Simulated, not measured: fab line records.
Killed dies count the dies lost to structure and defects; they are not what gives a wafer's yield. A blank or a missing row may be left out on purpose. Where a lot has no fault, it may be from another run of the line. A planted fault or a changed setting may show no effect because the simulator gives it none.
Which tool is to blame? ; flow gf180mcu ; 14 lots, 42 wafers sampled, at 2 steps of a route of 602

## WHAT THE GAUGES READ, wafer by wafer
GF_VT_IMPLANT_RS_MEAS_47: measures by four-point-probe.
lot;measured;on;NWELL_RS (ohm/sq)
L903;day 7 14:30;film-metro-01;488.0 487.2 488.5
L905;day 8 04:52;film-metro-02;488.3 488.9 490.7
L906;day 8 07:29;film-metro-01;486.0 487.4 485.7
L907;day 8 20:11;film-metro-01;488.6 488.5 488.6
L908;day 8 22:08;film-metro-02;487.6 486.1 488.7
L910;day 9 11:19;film-metro-03;489.8 488.9 488.7
L911;day 9 19:52;film-metro-01;487.0 486.2 486.5
L912;day 10 01:20;film-metro-02;486.4 486.9 486.4
L913;day 10 09:46;film-metro-02;491.1 488.8 489.7
L914;day 10 19:49;film-metro-02;489.2 489.6 491.0
L915;day 11 00:45;film-metro-03;488.6 487.3 487.5
L919;day 12 01:16;film-metro-01;482.2 483.5 482.6
L920;day 12 06:58;film-metro-02;489.0 488.5 488.2
L921;day 12 13:49;film-metro-03;486.2 485.5 485.5

## TOOL THAT RAN EACH LOT (tool first, then ch and the chambers of the sampled wafers, then the start)
lot;GF_NWELL_IMPLANT_08
L903;implanter-03 ch 0, day 3 08:13
L905;implanter-01 ch 0, day 3 18:50
L906;implanter-01 ch 0, day 3 23:35
L907;implanter-01 ch 0, day 4 08:23
L908;implanter-04 ch 0, day 4 10:34
L910;implanter-04 ch 0, day 4 21:10
L911;implanter-04 ch 0, day 5 04:19
L912;implanter-01 ch 0, day 5 07:04
L913;implanter-03 ch 0, day 5 13:59
L914;implanter-03 ch 0, day 5 22:22
L915;implanter-01 ch 0, day 6 02:41
L919;implanter-01 ch 0, day 7 00:04
L920;implanter-03 ch 0, day 7 04:11
L921;implanter-01 ch 0, day 7 10:07
- GF_NWELL_IMPLANT_08

## AS READ BY THE TOOLS THEMSELVES (means over the sampled wafers that have a number; for cases with no such wafer, the mark the record gives instead)
GF_NWELL_IMPLANT_08.
lot;tool;beam-energy-keV
L903;implanter-03;450.00
L905;implanter-01;450.19
L906;implanter-01;449.87
L907;implanter-01;450.05
L908;implanter-04;450.12
L910;implanter-04;450.01
L911;implanter-04;450.04
L912;implanter-01;450.00
L913;implanter-03;449.96
L914;implanter-03;449.98
L915;implanter-01;449.67
L919;implanter-01;470.16
L920;implanter-03;449.96
L921;implanter-01;470.18

## THE ANSWER, worked out from the rows above alone
Rule: usual is defined by the lots themselves. Put in order of their means at a reading, lots are off if they are a third of the lots or fewer, leave a main group of 4 or more, and stand apart from it by a gap of 3 or more times the standard deviation of the main group's means; of several such gaps the widest counts. Not used: any main group whose means are identical at the precision the tables above print for the reading. A lot without any number at a reading at which 4 lots or more have one is off too. Where the step has rows for the other lots, those lots are counted as sound. After the gauges, taken in route order, come the tools' own readings; for these a lot's mean is taken, as printed above. At the first step where some lot is off, the reading lying furthest off is the one used; lots without a number count as furthest.
Off at GF_NWELL_IMPLANT_08 (beam-energy-keV): L919, L921. Mean 449.99 and standard deviation 0.12 in the main group.
A tool fits if, at that step or a process step before it, it ran every lot that is off, and no sound lot after the first of them. One fits: implanter-01 at GF_NWELL_IMPLANT_08. Its last sound lot is L915 (day 6 02:41), its first lot that is off L919 (day 7 00:04): a fault that began between those two fits.
The tool's own readings at GF_NWELL_IMPLANT_08 bear it out: on the lots that are off they differ by more than 5 times the standard deviation of the sound lots' means. beam-energy-keV reads 470.17 there against 449.99 on the sound lots.

## WHAT THE SIMULATOR HAD PUT IN
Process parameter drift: implanter-01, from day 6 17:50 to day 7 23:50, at GF_NWELL_IMPLANT_08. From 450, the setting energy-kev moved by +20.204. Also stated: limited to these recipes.
Shown lots that were struck: L919, L921. This agrees with what the rule above found.
